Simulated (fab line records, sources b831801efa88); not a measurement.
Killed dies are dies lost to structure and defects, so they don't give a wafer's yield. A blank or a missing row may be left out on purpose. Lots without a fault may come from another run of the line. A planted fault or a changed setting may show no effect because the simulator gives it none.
A struck lot beside a sound one | flow gf180mcu | 14 steps out of a route of 602
Sound: wafers L752.1, L752.4, L752.6. Struck: wafers L760.1, L760.2, L760.5. The cause comes at the end.
At each step with rows: each side's tool, then ch and its chambers, then its first start. Under that, the readings that differ: sound wafers | struck wafers | difference of the means | sigmas: that difference in standard deviations of wafers without a fault.
alike: readings whose means differ by less than 2 such deviations, and words and numbers that are the same on both sides. not compared: withheld readings, readings that some wafer has no value for, bounds like >300 that may hide the same value, and numbers for which the record gives no deviation and whose values overlap.
The two part at a step that has a row with sigmas, a row that says differs or no value, or rows on one side only. Numbers that don't overlap but have no deviation are shown without sigmas and don't part them. A reading that every wafer of one side lacks parts them only if that side has two wafers or more.

first, 2 steps without rows for these wafers: GF_NWELL_PEB_05; GF_NWELL_DEVELOP_06 (develop time 60 s).
GF_NWELL_OVL_MEAS_07:
  sound on overlay-01, day 4 22:17; struck on overlay-02, day 6 19:05
  alike: NWELL_OVL
then, 2 steps without rows for these wafers: GF_NWELL_IMPLANT_08; GF_NWELL_IMPLANT_09.
GF_NWELL_STRIP_10: strips in O2/N2.
  sound on plasma_asher-04 ch 0,1, day 4 22:38; struck on plasma_asher-01 ch 0,1, day 6 19:25
  reading                     | sound       | struck      | difference | sigmas
  drypump_motor_current_A (A) | 5.0 5.2 5.0 | 6.0 6.6 6.6 | +1.3       | +3
  alike: heater_power_w, oes_product_au, strip_time_to_endpoint_s
  not compared: rf_hours_counter_h
GF_NWELL_TW_MEAS_11:
  sound on film_metro-04, day 4 22:44; struck on film_metro-03, day 6 19:31
  alike: NWELL_TW
then, 5 steps without rows for these wafers: GF_LVPWELL_DEHYDRATE_00 (time 60 s); GF_LVPWELL_HMDS_01 (prime time 60 s); GF_LVPWELL_COAT_02 (resist thk 3000 nm); GF_LVPWELL_SOFTBAKE_03; GF_LVPWELL_EXPOSE_04 (exposes mask LVPWELL, target cd 600 nm).
GF_LVPWELL_PEB_05:
  sound on litho_track-03 ch 0, day 5 12:00; struck on litho_track-03, day 7 10:00
  no value came back on the struck wafers for chill_plate_temp_C (C), exhaust_pa (Pa); on the sound wafers chill_plate_temp_C (C) reads 22.98 22.98 22.98
then, 1 step without rows for these wafers: GF_LVPWELL_DEVELOP_06 (develop time 60 s).

WHERE THEY PART
First at GF_NWELL_STRIP_10; last, within this record, at GF_LVPWELL_PEB_05.

WHY: what the simulator had put in
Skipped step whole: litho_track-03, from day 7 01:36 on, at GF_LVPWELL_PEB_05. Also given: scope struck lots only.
